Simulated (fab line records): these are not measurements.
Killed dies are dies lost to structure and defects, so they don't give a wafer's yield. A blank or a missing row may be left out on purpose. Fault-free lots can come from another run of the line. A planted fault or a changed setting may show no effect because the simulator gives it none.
Which of the tools did it? :: flow sky130 :: route of 708 steps, sampled at 1 step: 13 lots, 39 wafers

WHAT EACH GAUGE READ, for each wafer
SKY_SD_P_TW_MEAS_11. Usual: SD_P_TW typically reads 2839, with standard deviation 16.
lot: L940
measured: day 25 17:46
on: film metro-02
SD_P_TW: 2828 2826 2820
flag: 

lot: L941
measured: day 26 03:19
on: film metro-02
SD_P_TW: 2823 2806 2824
flag: 

lot: L942
measured: day 26 20:39
on: film metro-04
SD_P_TW: 2859 2851 2873
flag: 

lot: L943
measured: day 26 22:34
on: film metro-03
SD_P_TW: 2808 2829 2851
flag: 

lot: L944
measured: day 27 04:01
on: film metro-04
SD_P_TW: 2836 2845 2856
flag: 

lot: L945
measured: day 27 19:47
on: film metro-02
SD_P_TW: 2834 2860 2852
flag: 

lot: L950
measured: day 29 10:58
on: film metro-04
SD_P_TW: 2852 2851 2860
flag: 

lot: L952
measured: day 29 22:44
on: film metro-04
SD_P_TW: 2847 2839 2852
flag: 

lot: L955
measured: day 30 16:22
on: film metro-03
SD_P_TW: 2839 2847 2844
flag: 

lot: L956
measured: day 31 02:07
on: film metro-04
SD_P_TW: 2844 2854 2859
flag: 

lot: L957
measured: day 31 12:57
on: film metro-03
SD_P_TW: 2833 2850 2821
flag: 

lot: L961
measured: day 32 19:55
on: film metro-02
SD_P_TW: 2844 2854 2855
flag: 

lot: L963
measured: day 33 05:04
on: film metro-04
SD_P_TW: 2816 2820 2827
flag: 

WHICH TOOL RAN EACH LOT (tool, then ch and the chambers of the sampled wafers, then the start)
The record shows no process step preceding these readings.

AS READ BY THE TOOLS THEMSELVES (means over the sampled wafers that have a number; for cases with no such wafer, the mark the record gives instead)
The record holds no such reading with a usual standard deviation.

THE ANSWER, worked out from the rows above alone
Rule: a lot counts as off when the mean over its wafers that have a number is more than 3 standard deviations away from the usual mean. A lot without any number at a reading at which 4 lots or more have one is off too. Where the step has rows for the other lots, those lots are counted as sound. Order of review: gauges by route order, followed by the tools' own readings, for which a lot's mean as printed above is used. At the first step where some lot is off, the reading lying furthest off is the one used; lots without a number count as furthest.
No lot is off on any of the readings shown, so nothing can be concluded from this.

WHAT HAD BEEN PUT IN BY THE SIMULATOR
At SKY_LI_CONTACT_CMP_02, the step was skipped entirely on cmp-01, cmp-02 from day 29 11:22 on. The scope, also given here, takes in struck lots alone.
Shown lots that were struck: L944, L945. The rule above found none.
